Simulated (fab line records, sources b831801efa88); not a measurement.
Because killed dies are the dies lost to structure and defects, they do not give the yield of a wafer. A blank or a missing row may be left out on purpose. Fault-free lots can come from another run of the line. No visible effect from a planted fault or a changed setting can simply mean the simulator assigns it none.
Struck lot and sound lot, side by side || flow sky130 || 41 out of 708 route steps
Sound: wafers L952.3, L952.4, L952.5. Wafers L947.1, L947.4, L947.5 were the ones struck. The cause comes at the end.
For every step that has rows: the tool of each side, followed by ch and its chambers, followed by its first start. Under that, the readings that differ: sound wafers || struck wafers || difference of the means || sigmas: that difference in standard deviations of wafers without a fault.
alike: a reading whose means differ by less than 2 such deviations, as well as words and numbers matching on both sides. not compared: withheld readings; readings where some wafer has no value; bounds like >300 that might hide an equal value; numbers whose values overlap and for which the record gives no deviation.
Wherever a step has rows on one side only, a row that says differs or no value, or a row with sigmas, the two part there. Numbers that have no deviation but don't overlap get no sigmas and don't part them. Lack of a reading on every wafer of one side parts them only where that side has two or more wafers.

first, 8 steps without rows for these wafers: SKY_POLY_GATE_ETCH_15 (etches BARC in N2/H2, stops on SiO2, time 118.5 s, target depth 110 nm); SKY_POLY_GATE_ETCH_16 (etches Si3N4 in CH3F/O2, stops on poly-Si, time 147.5 s, target depth 75 nm); SKY_POLY_GATE_ETCH_17 (etches poly-Si in HBr/Cl2, stops on SiO2, target depth 180 nm, time 70.5 s); SKY_POLY_GATE_STRIP_18 (strips in O2/N2); SKY_POLY_GATE_CLEAN_19 (cleans in SC1/SC2, time 150 s); SKY_POLY_GATE_OXIDATION_20 (stabilise 600 s, purge 300 s, target thk 4 nm); SKY_LDD_N_DEHYDRATE_00 (time 60 s); SKY_LDD_N_HMDS_01 (prime time 60 s).
SKY_LDD_N_COAT_02: resist thk 300 nm.
  struck on litho track-01, day 19 20:01; sound on litho track-03 ch 0, day 22 11:31
  no value came back on the struck wafers for chill plate temp C (C), dispense pressure kPa (kPa); on the sound wafers chill plate temp C (C) reads 23.09 23.02 22.96
then, 4 steps without rows for these wafers: SKY_LDD_N_SOFTBAKE_03 (time 60 s); SKY_LDD_N_EXPOSE_04 (exposes mask NTM, target cd 840 nm); SKY_LDD_N_PEB_05; SKY_LDD_N_DEVELOP_06 (develop time 60 s).
SKY_LDD_N_OVL_MEAS_07:
  struck on overlay-02, day 20 12:10; sound on overlay-02, day 23 03:20
{"reading": "LDD_N_OVL (nm)", "sound": "0.4 -0.3 0.8", "struck": "- - -", "difference": "no value on the struck wafers", "sigmas": ""}
then, 18 steps without rows for these wafers: SKY_LDD_N_IMPLANT_08; SKY_LDD_N_IMPLANT_09; SKY_LDD_N_IMPLANT_10; SKY_LDD_N_IMPLANT_11; SKY_LDD_N_IMPLANT_12; SKY_LDD_N_IMPLANT_13; SKY_LDD_N_IMPLANT_14; SKY_LDD_N_IMPLANT_15; SKY_LDD_N_STRIP_16 (strips in O2/N2); SKY_LDD_P_DEHYDRATE_00 (time 60 s); SKY_LDD_P_HMDS_01 (prime time 60 s); SKY_LDD_P_COAT_02 (resist thk 1140 nm); SKY_LDD_P_SOFTBAKE_03 (time 60 s); SKY_LDD_P_EXPOSE_04 (exposes mask PSDM, target cd 380 nm); SKY_LDD_P_PEB_05; SKY_LDD_P_DEVELOP_06 (develop time 60 s); SKY_LDD_P_IMPLANT_09; SKY_LDD_P_STRIP_10 (strips in O2/N2).
SKY_LDD_P_TW_MEAS_11:
  struck on film metro-04, day 21 20:07; sound on film metro-04, day 24 11:26
{"reading": "LDD_P_TW", "sound": "625 627 626", "struck": "2542 2539 2537", "difference": "+1913", "sigmas": "+99 or more"}
then, 2 steps without rows for these wafers: SKY_LDD_HVN_DEHYDRATE_00 (time 60 s); SKY_LDD_HVN_HMDS_01 (prime time 60 s).
SKY_LDD_HVN_TW_MEAS_10:
  struck on film metro-02, day 23 02:21; sound on film metro-02, day 25 17:16
{"reading": "LDD_HVN_TW", "sound": "1491 1479 1486", "struck": "2785 2792 2789", "difference": "+1303", "sigmas": "+50"}
SKY_LDD_HVP_TW_MEAS_10:
  struck on film metro-01, day 24 09:03; sound on film metro-02, day 26 22:20
{"reading": "LDD_HVP_TW", "sound": "473 474 473", "struck": "2568 2553 2559", "difference": "+2087", "sigmas": "+99 or more"}
SKY_LDD_LDN_TW_MEAS_13:
  struck on film metro-03, day 25 15:22; sound on film metro-03, day 28 02:52
{"reading": "LDD_LDN_TW", "sound": "1451 1446 1446", "struck": "2610 2633 2614", "difference": "+1171", "sigmas": "+99 or more"}
-- the record jumps here: 2 days lie between the struck wafers' starts before and after (it left off in module LDD_LDN and takes up again in module SD_P, whose first step shown is number 331 of the route) --
SKY_SD_P_TW_MEAS_11:
  struck on film metro-03, day 28 02:31; sound on film metro-01, day 30 12:20
{"reading": "SD_P_TW", "sound": "2795 2795 2798", "struck": "2979 2979 2980", "difference": "+183", "sigmas": "+3"}
SKY_RES_XHIGH_TW_MEAS_09:
  struck on film metro-03, day 29 05:55; sound on film metro-02, day 31 15:47
{"reading": "RES_XHIGH_TW", "sound": "1688 1686 1689", "struck": "2647 2649 2627", "difference": "+953", "sigmas": "+29"}
-- the record jumps here: 18 days lie between the struck wafers' starts before and after (it left off in module RES_XHIGH and takes up again in module PAD_OPEN, whose first step shown is number 708 of the route) --
SKY_PAD_OPEN_PROBE_99:
  struck on prober-01, day 47 12:10; sound on prober-01, day 49 02:49
{"reading": "killed at front end", "sound": "16 14 10", "struck": "427 410 423", "difference": "+407", "sigmas": "+99 or more"}
{"reading": "killed dies", "sound": "91 88 109", "struck": "492 492 492", "difference": "+396", "sigmas": "+43"}
{"reading": "killed on rim", "sound": "17 13 26", "struck": "96 96 96", "difference": "+77", "sigmas": "+22"}
  alike: killed_at_M0_to_M3, killed_at_M4_up, killed at contacts, killed at other, killed open, killed short

== WHERE THEY PART ==
At SKY_LDD_N_COAT_02 first; at SKY_PAD_OPEN_PROBE_99 last (within this record only).

WHY: the cause the simulator had injected
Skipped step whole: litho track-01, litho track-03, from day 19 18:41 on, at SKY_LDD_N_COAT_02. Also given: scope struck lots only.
